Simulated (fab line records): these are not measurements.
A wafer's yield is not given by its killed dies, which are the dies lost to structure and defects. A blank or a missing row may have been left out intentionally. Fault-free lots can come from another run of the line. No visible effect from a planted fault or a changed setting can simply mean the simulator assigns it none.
Split-lot trial -- flow sky130 -- 5 lots, 23 wafers read, on a route of 708 steps

ON THE SPLIT
At SKY_VIA1_SPUTTER_20 (material TiN, target thk 20 nm, time 80 s), the setting chamber_pressure_pa was moved away from the recipe's 5 Pa on 20 of the 23 wafers read, by -9.1% to +13.7%. For the rest of the wafers, this setting stayed at what the recipe calls for.

The split's own step is where the reading is taken.

THE READING
TiN_of_VIA1_SPUTTER_20.thk_nm (the simulator's own value, which no gauge read), in nm, at SKY_VIA1_SPUTTER_20 (material TiN, target thk 20 nm, time 80 s). There is no usual value for it anywhere in the file. The 3 wafers here that ran the recipe average 20.11 nm, standard deviation 0.054 nm.

wafer,"tool, chamber at the split","chamber_pressure_pa as run, Pa",against the recipe,"TiN_of_VIA1_SPUTTER_20.thk_nm, nm",against lot-mates on the recipe
L074.1,"pvd_sputter-03, -",5,recipe,20.12,-
L074.4,"pvd_sputter-03, -",5,recipe,20.04,-
L074.6,"pvd_sputter-03, -",5,recipe,20.17,-
L077.1,"pvd_sputter-03, -",4.547,-9.1%,22.06,no lot-mate on the recipe
L077.2,"pvd_sputter-03, -",4.547,-9.1%,22.28,no lot-mate on the recipe
L077.3,"pvd_sputter-03, -",4.547,-9.1%,22.18,no lot-mate on the recipe
L077.4,"pvd_sputter-03, -",4.547,-9.1%,22.46,no lot-mate on the recipe
L077.5,"pvd_sputter-03, -",4.547,-9.1%,22.35,no lot-mate on the recipe
L081.1,"pvd_sputter-02, -",4.576,-8.5%,21.69,no lot-mate on the recipe
L081.2,"pvd_sputter-02, -",4.576,-8.5%,21.95,no lot-mate on the recipe
L081.4,"pvd_sputter-02, -",4.576,-8.5%,22.21,no lot-mate on the recipe
L081.5,"pvd_sputter-02, -",4.576,-8.5%,22.05,no lot-mate on the recipe
L081.6,"pvd_sputter-02, -",4.576,-8.5%,22.22,no lot-mate on the recipe
L082.1,"pvd_sputter-03, -",5.686,+13.7%,18.15,no lot-mate on the recipe
L082.2,"pvd_sputter-03, -",5.686,+13.7%,17.77,no lot-mate on the recipe
L082.3,"pvd_sputter-03, -",5.686,+13.7%,18.11,no lot-mate on the recipe
L082.4,"pvd_sputter-03, -",5.686,+13.7%,18.22,no lot-mate on the recipe
L082.6,"pvd_sputter-03, -",5.686,+13.7%,18.37,no lot-mate on the recipe
L084.1,"pvd_sputter-03, -",4.645,-7.1%,21.76,no lot-mate on the recipe
L084.3,"pvd_sputter-03, -",4.645,-7.1%,22.27,no lot-mate on the recipe
L084.4,"pvd_sputter-03, -",4.645,-7.1%,21.86,no lot-mate on the recipe
L084.5,"pvd_sputter-03, -",4.645,-7.1%,22.1,no lot-mate on the recipe
L084.6,"pvd_sputter-03, -",4.645,-7.1%,21.93,no lot-mate on the recipe

THE FIT
A straight line over all 23 wafers: TiN_of_VIA1_SPUTTER_20.thk_nm changes by -0.182 nm for each +1% of chamber_pressure_pa; r = -0.99; the points scatter about the line by 0.26 nm.
Too few moved wafers have a lot-mate on the recipe to fit a line with each lot's own level taken away.

FILE'S OWN FIT
TiN_of_VIA1_SPUTTER_20.thk_nm changes by -0.182 nm for each +1% of chamber_pressure_pa, r = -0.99.
